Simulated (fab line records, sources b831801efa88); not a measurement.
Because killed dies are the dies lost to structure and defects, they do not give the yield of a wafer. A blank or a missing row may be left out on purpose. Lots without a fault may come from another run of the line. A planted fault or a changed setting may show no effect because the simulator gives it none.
Lot-split experiment    flow gf180mcu    23 wafers read from 5 lots, route of 602 steps

THE SPLIT
At GF_SAB_DEVELOP_08 (develop time 60 s), the setting dev temp c was moved away from the recipe's 23 C on 4 of the 23 wafers read, by -14.3% to -9.5%. For the rest of the wafers, this setting stayed at what the recipe calls for.

The file shows no step between the split and the reading.

THE READING
At GF_SAB_CD_MEAS_09: cd nm in nanometres, against a target cd of 420 nm. A value of 418.2 nm with a standard deviation of 2.2 nm is what fault-free wafers of this fab line usually give.

wafer   tool, chamber at the split  dev temp c as run, C  against the recipe  cd nm, nm  against lot-mates on the recipe
L075.1  litho track-03, 0           23                    recipe              416.4      -
L075.2  litho track-03, 0           23                    recipe              415.9      -
L075.3  litho track-03, 0           23                    recipe              415.4      -
L075.4  litho track-03, 0           23                    recipe              415.1      -
L075.5  litho track-03, 0           23                    recipe              412.2      -
L076.2  litho track-04, 0           23                    recipe              418.4      -
L076.3  litho track-04, 0           19.7                  -14.3%              409.5      -10.1
L076.4  litho track-04, 0           23                    recipe              419.9      -
L076.5  litho track-04, 0           19.7                  -14.3%              408.1      -11.5
L076.6  litho track-04, 0           23                    recipe              420.5      -
L082.1  litho track-04, 0           23                    recipe              420.6      -
L082.2  litho track-04, 0           23                    recipe              419.5      -
L082.4  litho track-04, 0           23                    recipe              419.1      -
L082.5  litho track-04, 0           23                    recipe              421.2      -
L082.6  litho track-04, 0           23                    recipe              420.2      -
L083.1  litho track-01, 0           23                    recipe              414.5      -
L083.2  litho track-01, 0           23                    recipe              412.9      -
L083.3  litho track-01, 0           23                    recipe              412.9      -
L083.4  litho track-01, 0           20.81                 -9.5%               407.7      -5.7
L083.6  litho track-01, 0           20.81                 -9.5%               407.0      -6.4
L084.2  litho track-04, 0           23                    recipe              418.4      -
L084.3  litho track-04, 0           23                    recipe              418.9      -
L084.5  litho track-04, 0           23                    recipe              417.9      -

THE FIT
A straight line over all 23 wafers: cd nm changes by +0.727 nm for each +1% of dev temp c; r = +0.77; the points scatter about the line by 2.9 nm.
The same after taking each lot's own level away (the mean of its wafers on the recipe; 23 wafers): +0.72 nm for each +1%; r = +0.96; scatter 1 nm.
On that fit, the largest move of dev temp c shifts the reading by 10 nm.
The lots' own levels span 413.43 to 420.12 nm, that is 3.0 times the standard deviation above.
So the lot-to-lot level blurs the effect unless lot-mates are compared.
Check: for one of the wafers moved furthest among these (-14.3%), held out of the fit, the line's prediction against its lot-mates is -10.4 nm. Against them it came out at -10.1 nm.

OTHER SPLITS APPLIED TO THESE WAFERS
Other splits were also applied to these wafers ahead of the reading. Each is held against what the fit with the lots' levels taken away leaves over:
other split on the same wafers    wafers away from the commonest value  r with cd nm (lot level and that fit taken away)
GF_PSD_DEVELOP_06 develop time s  8                                     -0.12

THE WHOLE CHAIN: every reading that the file lists as answering this split, in the file's order
step               what it does                                               reading                                                     change (the file's fit)                r (the file's)
GF_SAB_CD_MEAS_09  target cd 420 nm                                           cd nm                                                       +0.713 nm for each +1% of the setting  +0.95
GF_SAB_ETCH_11     etches SiO2 in C4F8/O2/Ar, target depth 55 nm, time 8.5 s  SAB.cd nm (the simulator's own value, which no gauge read)  +0.722 nm for each +1% of the setting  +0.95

FILE'S OWN FIT
cd nm changes by +0.713 nm for each +1% of dev temp c, r = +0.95.
